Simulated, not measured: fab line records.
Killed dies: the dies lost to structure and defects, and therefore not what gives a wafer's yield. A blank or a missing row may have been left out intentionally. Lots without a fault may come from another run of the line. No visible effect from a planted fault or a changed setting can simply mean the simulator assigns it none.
fab line records :: flow gf180mcu :: part 2 of 2: steps 34 to 42 of 42
[record]
  lots = 5
  wafers = 15
  last-day = 34
route steps=602 shown M4@457 V4@476
lots that met no fault: from a run of the same line without faults
start-h: hours from the record's first day to the start of the lot's first wafer shown :: wait-h: hours since the lot's step before :: " as in the row above :: L1.1+2: one row covering several wafers at once :: - no value, or no start given :: * or withheld: withheld :: < > ~ a bound
route shown NAME@n: a module of which the file shows steps, and the number in the route of the first :: usual: mean/standard deviation taken from wafers without a fault :: same: alike in all rows :: chamber/n: place in a boat :: sites: per-site readings :: _std_site: standard deviation of those values :: _edge_site: outer sites' mean less inner sites' :: radius-mm: for every site, how far away it sits from the centre of the wafer :: mask NAME#n: copy n :: behind: tool/chamber where the wafer was last shaped :: hold: why the lot was held/for how many hours/how that ended :: device: which transistor (n, p or np) failed to switch :: end of line: the tests these same wafers got at the end of their route :: where a step has no rows: the recipe by itself :: killed: at the first sort, the dies lost to defects and structure; wafer yield is something else :: map: a wafer's dies, x killed, . not, _ none there
set.NAME: the run value of the setting; set.NAME@STEP: its run value at that earlier step :: model.NAME: the simulator's own value behind a step, which no gauge read
lots at selected steps of the route; one table per step, one row per wafer
services: a tool's chamber out of use, with start hour (start-h, from the record's first day; less than 0 if before it), hours out, and reason
[[steps]]
[step GF_V4_CD_MEAS_14]
[recipe]
  target-cd-nm = 260
[usual]
  cd-nm = 259.9/1.1
lot.wafer: L075.1
tool: cd-sem-02
chamber: -
start-h: 561.43
wait-h: 0.1
cd-nm: 258.1

lot.wafer: L075.3
tool: cd-sem-02
chamber: -
start-h: 561.43
wait-h: 0.1
cd-nm: 260.4

lot.wafer: L075.6
tool: cd-sem-02
chamber: -
start-h: 561.43
wait-h: 0.1
cd-nm: 259.3

lot.wafer: L077.3
tool: cd-sem-02
chamber: -
start-h: 579.12
wait-h: 0.1
cd-nm: 262.0

lot.wafer: L077.4
tool: cd-sem-02
chamber: -
start-h: 579.12
wait-h: 0.1
cd-nm: 261.1

lot.wafer: L077.6
tool: cd-sem-02
chamber: -
start-h: 579.12
wait-h: 0.1
cd-nm: 261.1

lot.wafer: L078.1
tool: cd-sem-02
chamber: -
start-h: 584.34
wait-h: 0.1
cd-nm: 261.2

lot.wafer: L078.3
tool: cd-sem-02
chamber: -
start-h: 584.34
wait-h: 0.1
cd-nm: 262.2

lot.wafer: L078.5
tool: cd-sem-02
chamber: -
start-h: 584.34
wait-h: 0.1
cd-nm: 262.4

lot.wafer: L083.1
tool: cd-sem-02
chamber: -
start-h: 646.72
wait-h: 0.1
cd-nm: 260.5

lot.wafer: L083.3
tool: cd-sem-02
chamber: -
start-h: 646.72
wait-h: 0.1
cd-nm: 260.1

lot.wafer: L083.4
tool: cd-sem-02
chamber: -
start-h: 646.72
wait-h: 0.1
cd-nm: 259.8

lot.wafer: L097.2
tool: cd-sem-01
chamber: -
start-h: 740.99
wait-h: 0.1
cd-nm: 259.5

lot.wafer: L097.3
tool: cd-sem-01
chamber: -
start-h: 740.99
wait-h: 0.1
cd-nm: 259.6

lot.wafer: L097.6
tool: cd-sem-01
chamber: -
start-h: 740.99
wait-h: 0.1
cd-nm: 259.8
[step GF_V4_OVL_MEAS_15]
[usual]
  V4_OVL = 3/5.5
lot.wafer: L075.1
tool: overlay-01
chamber: -
start-h: 561.55
wait-h: 0.1
V4_OVL[nm]: 8

lot.wafer: L075.3
tool: overlay-01
chamber: -
start-h: 561.55
wait-h: 0.1
V4_OVL[nm]: 9

lot.wafer: L075.6
tool: overlay-01
chamber: -
start-h: 561.55
wait-h: 0.1
V4_OVL[nm]: 6

lot.wafer: L077.3
tool: overlay-01
chamber: -
start-h: 579.21
wait-h: 0.1
V4_OVL[nm]: 4

lot.wafer: L077.4
tool: overlay-01
chamber: -
start-h: 579.21
wait-h: 0.1
V4_OVL[nm]: 8

lot.wafer: L077.6
tool: overlay-01
chamber: -
start-h: 579.21
wait-h: 0.1
V4_OVL[nm]: 6

lot.wafer: L078.1
tool: overlay-01
chamber: -
start-h: 584.46
wait-h: 0.1
V4_OVL[nm]: 3

lot.wafer: L078.3
tool: overlay-01
chamber: -
start-h: 584.46
wait-h: 0.1
V4_OVL[nm]: 5

lot.wafer: L078.5
tool: overlay-01
chamber: -
start-h: 584.46
wait-h: 0.1
V4_OVL[nm]: 12

lot.wafer: L083.1
tool: overlay-01
chamber: -
start-h: 646.84
wait-h: 0.1
V4_OVL[nm]: 5

lot.wafer: L083.3
tool: overlay-01
chamber: -
start-h: 646.84
wait-h: 0.1
V4_OVL[nm]: 1

lot.wafer: L083.4
tool: overlay-01
chamber: -
start-h: 646.84
wait-h: 0.1
V4_OVL[nm]: 14

lot.wafer: L097.2
tool: overlay-02
chamber: -
start-h: 741.10
wait-h: 0.1
V4_OVL[nm]: -2

lot.wafer: L097.3
tool: overlay-02
chamber: -
start-h: 741.10
wait-h: 0.1
V4_OVL[nm]: -2

lot.wafer: L097.6
tool: overlay-02
chamber: -
start-h: 741.10
wait-h: 0.1
V4_OVL[nm]: -5
[step GF_V4_ETCH_16]
[recipe]
  chemistry = N2/H2
  target-depth-a = withheld
  overetch-a = withheld
  time-s = withheld
  target = BARC
  ion-energy-ev = 200
  source-w = 500
  bias-w = 100
  pressure-mtorr = 30
  n2-flow-sccm = 100
  h2-flow-sccm = 200
[usual]
  drypump-motor-current-A = 5.9/0.36
  oes-product-au = 0.855/0.0048
  throttle-valve-pct = 13.226/0.0096
lot.wafer: L075.1
tool: rie-diel-04
chamber: 3
start-h: 561.59
wait-h: 0.0
drypump-motor-current-A: 6.1
oes-product-au: 0.849
throttle-valve-pct: 13.236

lot.wafer: L075.3
tool: rie-diel-04
chamber: 1
start-h: 561.59
wait-h: 0.0
drypump-motor-current-A: 6.0
oes-product-au: 0.851
throttle-valve-pct: 13.223

lot.wafer: L075.6
tool: rie-diel-04
chamber: 0
start-h: 561.59
wait-h: 0.0
drypump-motor-current-A: 6.4
oes-product-au: 0.858
throttle-valve-pct: 13.228

lot.wafer: L077.3
tool: rie-diel-03
chamber: 1
start-h: 579.23
wait-h: 0.0
drypump-motor-current-A: 5.4
oes-product-au: 0.856
throttle-valve-pct: 13.226

lot.wafer: L077.4
tool: rie-diel-03
chamber: 0
start-h: 579.23
wait-h: 0.0
drypump-motor-current-A: 5.5
oes-product-au: 0.853
throttle-valve-pct: 13.228

lot.wafer: L077.6
tool: rie-diel-03
chamber: 0
start-h: 579.23
wait-h: 0.0
drypump-motor-current-A: 5.4
oes-product-au: 0.853
throttle-valve-pct: 13.235

lot.wafer: L078.1
tool: rie-diel-04
chamber: 1
start-h: 584.50
wait-h: 0.0
drypump-motor-current-A: 6.0
oes-product-au: 0.861
throttle-valve-pct: 13.236

lot.wafer: L078.3
tool: rie-diel-04
chamber: 3
start-h: 584.50
wait-h: 0.0
drypump-motor-current-A: 6.1
oes-product-au: 0.861
throttle-valve-pct: 13.207

lot.wafer: L078.5
tool: rie-diel-04
chamber: 3
start-h: 584.50
wait-h: 0.0
drypump-motor-current-A: 6.1
oes-product-au: 0.859
throttle-valve-pct: 13.231

lot.wafer: L083.1
tool: rie-diel-03
chamber: 0
start-h: 646.88
wait-h: 0.0
drypump-motor-current-A: 5.5
oes-product-au: 0.845
throttle-valve-pct: 13.240

lot.wafer: L083.3
tool: rie-diel-03
chamber: 1
start-h: 646.88
wait-h: 0.0
drypump-motor-current-A: 5.3
oes-product-au: 0.862
throttle-valve-pct: 13.225

lot.wafer: L083.4
tool: rie-diel-03
chamber: 2
start-h: 646.88
wait-h: 0.0
drypump-motor-current-A: 5.7
oes-product-au: 0.853
throttle-valve-pct: 13.244

lot.wafer: L097.2
tool: rie-diel-04
chamber: 1
start-h: 741.13
wait-h: 0.0
drypump-motor-current-A: 6.0
oes-product-au: 0.852
throttle-valve-pct: 13.227

lot.wafer: L097.3
tool: rie-diel-04
chamber: 0
start-h: 741.13
wait-h: 0.0
drypump-motor-current-A: 6.4
oes-product-au: 0.851
throttle-valve-pct: 13.227

lot.wafer: L097.6
tool: rie-diel-04
chamber: 0
start-h: 741.13
wait-h: 0.0
drypump-motor-current-A: 6.3
oes-product-au: 0.854
throttle-valve-pct: 13.243
[step GF_V4_ETCH_17]
[recipe]
  chemistry = C4F8/O2/Ar
  mask-material = KrF
  target = SiO2
  stop-on = TiN
  source-w = 1500
  bias-w = 1200
  pressure-mtorr = 40
  c4f8-flow-sccm = withheld
  O2_flow_sccm = 6
  Ar_flow_sccm = 300
  time-s = withheld
  target-depth-a = 6300
[usual]
  oes-product-au = 0.856/0.005
lot.wafer: L075.1
tool: rie-diel-04
chamber: 3
start-h: -
wait-h: -
oes-product-au: 0.857

lot.wafer: L075.3
tool: rie-diel-04
chamber: 1
start-h: -
wait-h: -
oes-product-au: 0.859

lot.wafer: L075.6
tool: rie-diel-04
chamber: 0
start-h: -
wait-h: -
oes-product-au: 0.854

lot.wafer: L077.3
tool: rie-diel-03
chamber: 1
start-h: -
wait-h: -
oes-product-au: 0.860

lot.wafer: L077.4
tool: rie-diel-03
chamber: 0
start-h: -
wait-h: -
oes-product-au: 0.856

lot.wafer: L077.6
tool: rie-diel-03
chamber: 0
start-h: -
wait-h: -
oes-product-au: 0.854

lot.wafer: L078.1
tool: rie-diel-04
chamber: 1
start-h: -
wait-h: -
oes-product-au: 0.858

lot.wafer: L078.3
tool: rie-diel-04
chamber: 3
start-h: -
wait-h: -
oes-product-au: 0.843

lot.wafer: L078.5
tool: rie-diel-04
chamber: 3
start-h: -
wait-h: -
oes-product-au: 0.849

lot.wafer: L083.1
tool: rie-diel-03
chamber: 0
start-h: -
wait-h: -
oes-product-au: 0.856

lot.wafer: L083.3
tool: rie-diel-03
chamber: 1
start-h: -
wait-h: -
oes-product-au: 0.848

lot.wafer: L083.4
tool: rie-diel-03
chamber: 2
start-h: -
wait-h: -
oes-product-au: 0.853

lot.wafer: L097.2
tool: rie-diel-04
chamber: 1
start-h: -
wait-h: -
oes-product-au: 0.855

lot.wafer: L097.3
tool: rie-diel-04
chamber: 0
start-h: -
wait-h: -
oes-product-au: 0.860

lot.wafer: L097.6
tool: rie-diel-04
chamber: 0
start-h: -
wait-h: -
oes-product-au: 0.847
[step GF_V4_STRIP_18]
[recipe]
  chemistry = O2/N2
  power-w = 1400
  pressure-mtorr = 1500
  platen-temp-c = 250
  o2-flow-sccm = 3000
  n2-flow-sccm = 300
  overash-fraction = 0.5
[usual]
  drypump-motor-current-A = 5.7/0.35
  heater-power-w = 342/29
  oes-product-au = 0.593/0.0049
[same]
  overash-fraction = 0.5
lot.wafer: L075.1
tool: plasma-asher-03
chamber: 0
start-h: 561.72
wait-h: -
drypump-motor-current-A: 5.4
heater-power-w: 349
oes-product-au: 0.590
rf-hours-counter-h: 96

lot.wafer: L075.3
tool: plasma-asher-03
chamber: 0
start-h: 561.72
wait-h: -
drypump-motor-current-A: 5.5
heater-power-w: 348
oes-product-au: 0.586
rf-hours-counter-h: -

lot.wafer: L075.6
tool: plasma-asher-03
chamber: 1
start-h: 561.72
wait-h: -
drypump-motor-current-A: 5.1
heater-power-w: 361
oes-product-au: 0.597
rf-hours-counter-h: -

lot.wafer: L077.3
tool: plasma-asher-02
chamber: 0
start-h: 579.39
wait-h: -
drypump-motor-current-A: 5.9
heater-power-w: 414
oes-product-au: 0.584
rf-hours-counter-h: -

lot.wafer: L077.4
tool: plasma-asher-02
chamber: 1
start-h: 579.39
wait-h: -
drypump-motor-current-A: 6.2
heater-power-w: 295
oes-product-au: 0.589
rf-hours-counter-h: -

lot.wafer: L077.6
tool: plasma-asher-02
chamber: 1
start-h: 579.39
wait-h: -
drypump-motor-current-A: 6.2
heater-power-w: 298
oes-product-au: 0.593
rf-hours-counter-h: -

lot.wafer: L078.1
tool: plasma-asher-01
chamber: 1
start-h: 584.63
wait-h: -
drypump-motor-current-A: 5.9
heater-power-w: 351
oes-product-au: 0.593
rf-hours-counter-h: 77

lot.wafer: L078.3
tool: plasma-asher-01
chamber: 0
start-h: 584.63
wait-h: -
drypump-motor-current-A: 5.7
heater-power-w: 300
oes-product-au: 0.590
rf-hours-counter-h: -

lot.wafer: L078.5
tool: plasma-asher-01
chamber: 0
start-h: 584.63
wait-h: -
drypump-motor-current-A: 5.7
heater-power-w: 311
oes-product-au: 0.586
rf-hours-counter-h: -

lot.wafer: L083.1
tool: plasma-asher-01
chamber: 0
start-h: 647.01
wait-h: -
drypump-motor-current-A: 5.7
heater-power-w: 306
oes-product-au: 0.601
rf-hours-counter-h: 83

lot.wafer: L083.3
tool: plasma-asher-01
chamber: 0
start-h: 647.01
wait-h: -
drypump-motor-current-A: 5.7
heater-power-w: 316
oes-product-au: 0.591
rf-hours-counter-h: -

lot.wafer: L083.4
tool: plasma-asher-01
chamber: 1
start-h: 647.01
wait-h: -
drypump-motor-current-A: 6.0
heater-power-w: 351
oes-product-au: 0.600
rf-hours-counter-h: -

lot.wafer: L097.2
tool: plasma-asher-01
chamber: 1
start-h: 741.26
wait-h: -
drypump-motor-current-A: 6.0
heater-power-w: 363
oes-product-au: 0.585
rf-hours-counter-h: 94

lot.wafer: L097.3
tool: plasma-asher-01
chamber: 0
start-h: 741.26
wait-h: -
drypump-motor-current-A: 5.7
heater-power-w: 312
oes-product-au: 0.585
rf-hours-counter-h: -

lot.wafer: L097.6
tool: plasma-asher-01
chamber: 0
start-h: 741.26
wait-h: -
drypump-motor-current-A: 5.7
heater-power-w: 305
oes-product-au: 0.592
rf-hours-counter-h: -
[step GF_V4_STRIP_19]
[recipe]
  chemistry = post-etch-residue-remover
  time-s = 1200
  temp-c = 72.5
[usual]
  bath-guard-temp-C = 72.3/0.37
lot.wafer: L075.1
tool: wet-bench-03
chamber: 0
start-h: 561.82
wait-h: 0.1
bath-guard-temp-C: 72.1

lot.wafer: L075.3
tool: wet-bench-03
chamber: 0
start-h: 561.82
wait-h: 0.1
bath-guard-temp-C: 72.3

lot.wafer: L075.6
tool: wet-bench-03
chamber: 0
start-h: 561.82
wait-h: 0.1
bath-guard-temp-C: 72.0

lot.wafer: L077.3
tool: wet-bench-03
chamber: 0
start-h: 579.46
wait-h: 0.0
bath-guard-temp-C: 72.3

lot.wafer: L077.4
tool: wet-bench-03
chamber: 0
start-h: 579.46
wait-h: 0.0
bath-guard-temp-C: 72.2

lot.wafer: L077.6
tool: wet-bench-03
chamber: 0
start-h: 579.46
wait-h: 0.0
bath-guard-temp-C: 72.3

lot.wafer: L078.1
tool: wet-bench-04
chamber: 1
start-h: 584.73
wait-h: 0.1
bath-guard-temp-C: 72.8

lot.wafer: L078.3
tool: wet-bench-04
chamber: 1
start-h: 584.73
wait-h: 0.1
bath-guard-temp-C: 73.2

lot.wafer: L078.5
tool: wet-bench-04
chamber: 1
start-h: 584.73
wait-h: 0.1
bath-guard-temp-C: 72.5

lot.wafer: L083.1
tool: wet-bench-01
chamber: 0
start-h: 647.11
wait-h: 0.1
bath-guard-temp-C: 71.5

lot.wafer: L083.3
tool: wet-bench-01
chamber: 0
start-h: 647.11
wait-h: 0.1
bath-guard-temp-C: 71.5

lot.wafer: L083.4
tool: wet-bench-01
chamber: 0
start-h: 647.11
wait-h: 0.1
bath-guard-temp-C: 71.5

lot.wafer: L097.2
tool: wet-bench-03
chamber: 2
start-h: 741.36
wait-h: 0.1
bath-guard-temp-C: 72.2

lot.wafer: L097.3
tool: wet-bench-03
chamber: 2
start-h: 741.36
wait-h: 0.1
bath-guard-temp-C: 72.0

lot.wafer: L097.6
tool: wet-bench-03
chamber: 2
start-h: 741.36
wait-h: 0.1
bath-guard-temp-C: 72.3
[step GF_V4_CLEAN_20]
[recipe]
  chemistry = DIW
  dry = n2-spin
lot.wafer: L075.1+3+6
tool: wet-bench-04
chamber: 1
start-h: 562.16
wait-h: 0.0

lot.wafer: L077.3+4+6
tool: wet-bench-03
chamber: 0
start-h: 579.80
wait-h: 0.0

lot.wafer: L078.1+3+5
tool: wet-bench-01
chamber: 0
start-h: 585.07
wait-h: 0.0

lot.wafer: L083.1+3+4
tool: wet-bench-03
chamber: 3
start-h: 647.45
wait-h: 0.0

lot.wafer: L097.2+3+6
tool: wet-bench-01
chamber: 2
start-h: 741.70
wait-h: 0.0
[step GF_V4_SPUTTER_21]
[recipe]
  material = Ti
  target-thk-nm = 15
  chamber-pressure-pa = 5
  power-w = 2500
  substrate-temp-c = 200
  time-s = 80.02
[usual]
  throttle-valve-pct = 29.6/1.2
lot.wafer: L075.1
tool: pvd-sputter-03
chamber: -
start-h: 562.25
wait-h: 0.0
throttle-valve-pct: 27.5

lot.wafer: L075.3
tool: pvd-sputter-03
chamber: -
start-h: 562.25
wait-h: 0.0
throttle-valve-pct: 28.1

lot.wafer: L075.6
tool: pvd-sputter-03
chamber: -
start-h: 562.25
wait-h: 0.0
throttle-valve-pct: 30.3

lot.wafer: L077.3
tool: pvd-sputter-04
chamber: -
start-h: 579.89
wait-h: 0.0
throttle-valve-pct: 31.3

lot.wafer: L077.4
tool: pvd-sputter-04
chamber: -
start-h: 579.89
wait-h: 0.0
throttle-valve-pct: 30.1

lot.wafer: L077.6
tool: pvd-sputter-04
chamber: -
start-h: 579.89
wait-h: 0.0
throttle-valve-pct: 31.1

lot.wafer: L078.1
tool: pvd-sputter-03
chamber: -
start-h: 585.16
wait-h: 0.0
throttle-valve-pct: 28.0

lot.wafer: L078.3
tool: pvd-sputter-03
chamber: -
start-h: 585.16
wait-h: 0.0
throttle-valve-pct: 28.9

lot.wafer: L078.5
tool: pvd-sputter-03
chamber: -
start-h: 585.16
wait-h: 0.0
throttle-valve-pct: 27.7

lot.wafer: L083.1
tool: pvd-sputter-04
chamber: -
start-h: 647.54
wait-h: 0.0
throttle-valve-pct: 29.4

lot.wafer: L083.3
tool: pvd-sputter-04
chamber: -
start-h: 647.54
wait-h: 0.0
throttle-valve-pct: 29.9

lot.wafer: L083.4
tool: pvd-sputter-04
chamber: -
start-h: 647.54
wait-h: 0.0
throttle-valve-pct: 31.2

lot.wafer: L097.2
tool: pvd-sputter-03
chamber: -
start-h: 741.80
wait-h: 0.0
throttle-valve-pct: 28.7

lot.wafer: L097.3
tool: pvd-sputter-03
chamber: -
start-h: 741.80
wait-h: 0.0
throttle-valve-pct: 27.6

lot.wafer: L097.6
tool: pvd-sputter-03
chamber: -
start-h: 741.80
wait-h: 0.0
throttle-valve-pct: 27.8
[step GF_V4_SPUTTER_22]
[recipe]
  material = TiN
  target-thk-nm = 10
  chamber-pressure-pa = 5
  power-w = 4000
  time-s = 40
[usual]
  throttle-valve-pct = 29.6/1.2
lot.wafer: L075.1
tool: pvd-sputter-03
chamber: -
start-h: 562.31
wait-h: 0.0
throttle-valve-pct: 27.8

lot.wafer: L075.3
tool: pvd-sputter-03
chamber: -
start-h: 562.31
wait-h: 0.0
throttle-valve-pct: 28.2

lot.wafer: L075.6
tool: pvd-sputter-03
chamber: -
start-h: 562.31
wait-h: 0.0
throttle-valve-pct: 29.9

lot.wafer: L077.3
tool: pvd-sputter-04
chamber: -
start-h: 579.96
wait-h: 0.0
throttle-valve-pct: 31.3

lot.wafer: L077.4
tool: pvd-sputter-04
chamber: -
start-h: 579.96
wait-h: 0.0
throttle-valve-pct: 30.2

lot.wafer: L077.6
tool: pvd-sputter-04
chamber: -
start-h: 579.96
wait-h: 0.0
throttle-valve-pct: 31.3

lot.wafer: L078.1
tool: pvd-sputter-03
chamber: -
start-h: 585.22
wait-h: 0.0
throttle-valve-pct: 27.4

lot.wafer: L078.3
tool: pvd-sputter-03
chamber: -
start-h: 585.22
wait-h: 0.0
throttle-valve-pct: 29.1

lot.wafer: L078.5
tool: pvd-sputter-03
chamber: -
start-h: 585.22
wait-h: 0.0
throttle-valve-pct: 27.9

lot.wafer: L083.1
tool: pvd-sputter-04
chamber: -
start-h: 647.60
wait-h: 0.0
throttle-valve-pct: 29.4

lot.wafer: L083.3
tool: pvd-sputter-04
chamber: -
start-h: 647.60
wait-h: 0.0
throttle-valve-pct: 30.1

lot.wafer: L083.4
tool: pvd-sputter-04
chamber: -
start-h: 647.60
wait-h: 0.0
throttle-valve-pct: 31.6

lot.wafer: L097.2
tool: pvd-sputter-03
chamber: -
start-h: 741.86
wait-h: 0.0
throttle-valve-pct: 28.7

lot.wafer: L097.3
tool: pvd-sputter-03
chamber: -
start-h: 741.86
wait-h: 0.0
throttle-valve-pct: 27.9

lot.wafer: L097.6
tool: pvd-sputter-03
chamber: -
start-h: 741.86
wait-h: 0.0
throttle-valve-pct: 27.8
[[services]]
tool: krf-scanner-01
chamber: -
start-h: 492.97
hours: 4.9
kind: repair

tool: pvd-sputter-02
chamber: -
start-h: 497.53
hours: 7.3
kind: repair

tool: pvd-sputter-02
chamber: -
start-h: 507.07
hours: 1.8
kind: repair

tool: krf-scanner-02
chamber: -
start-h: 547.84
hours: 0.8
kind: pm

tool: krf-scanner-01
chamber: -
start-h: 553.49
hours: 1.3
kind: pm

tool: krf-scanner-01
chamber: -
start-h: 565.77
hours: 1.0
kind: pm

tool: krf-scanner-01
chamber: -
start-h: 573.29
hours: 0.8
kind: pm

tool: krf-scanner-02
chamber: -
start-h: 578.97
hours: 1.0
kind: pm

tool: pvd-sputter-03
chamber: -
start-h: 595.16
hours: 1.3
kind: repair

tool: rie-diel-04
chamber: 1
start-h: 610.84
hours: 6.2
kind: repair

tool: krf-scanner-01
chamber: -
start-h: 611.60
hours: 0.2
kind: repair

tool: krf-scanner-02
chamber: -
start-h: 615.73
hours: 1.3
kind: pm

tool: rie-diel-04
chamber: 1
start-h: 632.16
hours: 9.4
kind: repair

tool: pvd-sputter-03
chamber: -
start-h: 639.34
hours: 1.7
kind: repair

tool: krf-scanner-02
chamber: -
start-h: 647.34
hours: 3.6
kind: pm

tool: rie-diel-04
chamber: 1
start-h: 662.36
hours: 7.0
kind: repair

tool: krf-scanner-02
chamber: -
start-h: 673.75
hours: 4.4
kind: pm

tool: krf-scanner-01
chamber: -
start-h: 682.28
hours: 2.2
kind: repair

tool: krf-scanner-01
chamber: -
start-h: 712.90
hours: 3.6
kind: pm

tool: krf-scanner-02
chamber: -
start-h: 716.64
hours: 0.8
kind: pm

tool: krf-scanner-01
chamber: -
start-h: 729.39
hours: 1.3
kind: pm

tool: pvd-sputter-03
chamber: -
start-h: 730.58
hours: 2.5
kind: repair

tool: krf-scanner-01
chamber: -
start-h: 730.74
hours: 1.2
kind: repair

tool: krf-scanner-01
chamber: -
start-h: 734.77
hours: 1.0
kind: pm
